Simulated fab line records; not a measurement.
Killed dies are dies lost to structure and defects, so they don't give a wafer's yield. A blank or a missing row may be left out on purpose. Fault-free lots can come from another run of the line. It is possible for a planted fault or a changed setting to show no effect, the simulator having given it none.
Which tool did it?	flow sky130	Sampling: 6 lots, 18 wafers, 2 of 708 route steps

## WHAT THE GAUGES SHOWED, per wafer
SKY_NWELL_RS_MEAS_29: the measuring method here is four-point-probe.
lot	measured	on	NWELL_RS (ohm/sq)
L671	day 5 11:10	film-metro-01	621.9 622.7 624.1
L674	day 7 08:56	film-metro-03	626.4 626.7 625.7
L676	day 7 18:23	film-metro-01	623.0 624.3 622.9
L681	day 8 03:48	film-metro-01	613.8 615.2 615.5
L689	day 10 15:43	film-metro-03	627.8 625.9 624.8
L692	day 10 23:57	film-metro-01	625.8 626.2 624.8

## WHAT TOOL EACH LOT RAN ON (gives the tool, then ch and the chambers of the sampled wafers, and finally the start)
lot	SKY_NWELL_IMPLANT_13
L671	implanter-04 ch 0, day 4 17:40
L674	implanter-02 ch 0, day 6 13:53
L676	implanter-01 ch 0, day 6 21:41
L681	implanter-02 ch 0, day 7 07:01
L689	implanter-04 ch 0, day 9 16:39
L692	implanter-01 ch 0, day 10 01:12
- SKY_NWELL_IMPLANT_13

## THE ANSWER, worked out from the rows above alone
Rule: usual is defined by the lots themselves. The widest of any qualifying gaps counts: lots, ordered by their means at a reading, are off when they make up no more than a third of the lots, leave a main group of 4 or more, and stand apart from it by 3 or more times the standard deviation of that group's means. A main group whose means are all the same, to the digits that the tables above print for the reading, isn't used. A lot without any number at a reading at which 4 lots or more have one is off too. Any other lot the step has rows for is counted as sound.
Off: L681, seen at SKY_NWELL_RS_MEAS_29 (NWELL_RS). For the main group the mean is 624.9 ohm/sq and the standard deviation 1.4.
If a tool, at a process step before that reading, ran all the lots that are off and no sound lot after the first of them, it fits. Gauges at SKY_NWELL_RS_MEAS_29: tried the same way as those tools. One fits: implanter-02 at SKY_NWELL_IMPLANT_13. Its last sound lot is L674 (day 6 13:53), its first lot that is off L681 (day 7 07:01): a fault that began between those two fits.

## WHAT THE SIMULATOR PUT IN
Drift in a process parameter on implanter-02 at SKY_NWELL_IMPLANT_13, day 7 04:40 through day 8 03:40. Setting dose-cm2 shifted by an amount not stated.
Shown lots that were struck: L681. This agrees with what the rule above found.
